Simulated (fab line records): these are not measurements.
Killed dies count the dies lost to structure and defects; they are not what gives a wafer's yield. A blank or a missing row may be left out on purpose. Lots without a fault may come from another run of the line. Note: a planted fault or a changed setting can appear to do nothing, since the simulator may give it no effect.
The tool behind it: which one? :: flow sky130 :: 45 wafers from 15 lots sampled at 2 of the route's 708 steps

== WHAT EACH GAUGE READ, for each wafer ==
SKY_POLY_GATE_CD_MEAS_22.
lot: L236
measured: day 16 12:37
on: cd sem-01
cd nm (nm): 147.8 148.5 146.9

lot: L237
measured: day 16 12:39
on: cd sem-02
cd nm (nm): 149.2 151.4 147.6

lot: L240
measured: day 17 16:46
on: cd sem-01
cd nm (nm): 148.0 146.8 148.4

lot: L241
measured: day 18 02:37
on: cd sem-01
cd nm (nm): 148.3 149.6 149.3

lot: L242
measured: day 18 09:16
on: cd sem-02
cd nm (nm): 151.6 152.7 149.5

lot: L243
measured: day 19 05:50
on: cd sem-01
cd nm (nm): 150.7 151.1 149.9

lot: L244
measured: day 19 09:39
on: cd sem-02
cd nm (nm): 152.8 154.9 152.6

lot: L245
measured: day 20 06:32
on: cd sem-01
cd nm (nm): 150.3 151.2 150.1

lot: L246
measured: day 20 03:19
on: cd sem-01
cd nm (nm): 149.3 150.7 151.6

lot: L247
measured: day 21 12:38
on: cd sem-02
cd nm (nm): 147.6 149.5 146.8

lot: L250
measured: day 22 08:40
on: cd sem-02
cd nm (nm): 147.5 150.5 151.9

lot: L249
measured: day 22 09:48
on: cd sem-02
cd nm (nm): 150.3 149.7 150.3

lot: L251
measured: day 22 16:03
on: cd sem-02
cd nm (nm): 147.0 148.0 147.3

lot: L258
measured: day 24 13:29
on: cd sem-02
cd nm (nm): 150.5 150.0 151.7

lot: L259
measured: day 24 19:45
on: cd sem-01
cd nm (nm): 146.1 147.3 147.8

== TOOL THAT RAN EACH LOT (tool first, then ch and the chambers of the sampled wafers, then the start) ==
lot: L236
SKY_FIELD_ISO_CMP_27: cmp-01 ch 0,3, day 2 10:02

lot: L237
SKY_FIELD_ISO_CMP_27: cmp-01 ch 0,1,3, day 2 15:59

lot: L240
SKY_FIELD_ISO_CMP_27: cmp-02 ch 0,3, day 3 04:10

lot: L241
SKY_FIELD_ISO_CMP_27: cmp-02 ch 0,1,3, day 3 11:18

lot: L242
SKY_FIELD_ISO_CMP_27: cmp-02 ch 0,3, day 3 15:04

lot: L243
SKY_FIELD_ISO_CMP_27: cmp-01 ch 0,1,3, day 3 21:35

lot: L244
SKY_FIELD_ISO_CMP_27: cmp-01 ch 1,2, day 4 07:05

lot: L245
SKY_FIELD_ISO_CMP_27: cmp-02 ch 0,1,2, day 4 10:56

lot: L246
SKY_FIELD_ISO_CMP_27: cmp-02 ch 0,1, day 4 12:41

lot: L247
SKY_FIELD_ISO_CMP_27: cmp-01 ch 0,1, day 5 02:30

lot: L250
SKY_FIELD_ISO_CMP_27: cmp-02 ch 0,3, day 5 18:56

lot: L249
SKY_FIELD_ISO_CMP_27: cmp-01 ch 0,1,2, day 5 19:05

lot: L251
SKY_FIELD_ISO_CMP_27: cmp-01 ch 1,2, day 6 01:44

lot: L258
SKY_FIELD_ISO_CMP_27: cmp-02 ch 0,1,3, day 7 03:12

lot: L259
SKY_FIELD_ISO_CMP_27: cmp-02 ch 0,3, day 7 10:41
- SKY_FIELD_ISO_CMP_27: polishes, stops on Si3N4, t overpolish 16 s, target thk 457.8 nm.

== WHAT THE TOOLS THEMSELVES READ (means of the sampled wafers that have a number; where no wafer has one, the mark that the record gives instead) ==
SKY_FIELD_ISO_CMP_27.
lot: L236
tool: cmp-01
motor current A (A): 12.9
overpolish run s (s): 15.997
time to endpoint s (s): 112

lot: L237
tool: cmp-01
motor current A (A): 13.1
overpolish run s (s): 16.005
time to endpoint s (s): 116

lot: L240
tool: cmp-02
motor current A (A): 11.9
overpolish run s (s): 16.006
time to endpoint s (s): 112

lot: L241
tool: cmp-02
motor current A (A): 12.4
overpolish run s (s): 15.988
time to endpoint s (s): 108

lot: L242
tool: cmp-02
motor current A (A): 12.7
overpolish run s (s): 15.999
time to endpoint s (s): 115

lot: L243
tool: cmp-01
motor current A (A): 13.4
overpolish run s (s): 16.003
time to endpoint s (s): 115

lot: L244
tool: cmp-01
motor current A (A): 12.6
overpolish run s (s): 16.005
time to endpoint s (s): 121

lot: L245
tool: cmp-02
motor current A (A): 12.9
overpolish run s (s): 15.999
time to endpoint s (s): 112

lot: L246
tool: cmp-02
motor current A (A): 13.0
overpolish run s (s): 16.010
time to endpoint s (s): 111

lot: L247
tool: cmp-01
motor current A (A): 12.6
overpolish run s (s): 15.997
time to endpoint s (s): 119

lot: L250
tool: cmp-02
motor current A (A): 12.0
overpolish run s (s): 16.015
time to endpoint s (s): 110

lot: L249
tool: cmp-01
motor current A (A): 12.4
overpolish run s (s): 16.001
time to endpoint s (s): 113

lot: L251
tool: cmp-01
motor current A (A): 12.5
overpolish run s (s): 16.005
time to endpoint s (s): 113

lot: L258
tool: cmp-02
motor current A (A): 12.7
overpolish run s (s): 15.993
time to endpoint s (s): 113

lot: L259
tool: cmp-02
motor current A (A): 11.9
overpolish run s (s): 15.992
time to endpoint s (s): 113

== THE ANSWER, worked out from the rows above alone ==
Rule: usual is defined by the lots themselves. The widest of any qualifying gaps counts: lots, ordered by their means at a reading, are off when they make up no more than a third of the lots, leave a main group of 4 or more, and stand apart from it by 3 or more times the standard deviation of that group's means. Not used: any main group whose means are identical at the precision the tables above print for the reading. Also off: a lot with no number at a reading for which 4 or more lots have one. Where the step has rows for the other lots, those lots are counted as sound. The gauges are gone through in route order, then the tools' own readings, and for those a lot's mean is taken as printed above. The first step at which some lot is off is used, and at that step the reading that is off furthest; a lot without a number counts as furthest.
No lot is off on any of the readings shown, so nothing can be concluded from this.

== WHAT THE SIMULATOR HAD PUT IN ==
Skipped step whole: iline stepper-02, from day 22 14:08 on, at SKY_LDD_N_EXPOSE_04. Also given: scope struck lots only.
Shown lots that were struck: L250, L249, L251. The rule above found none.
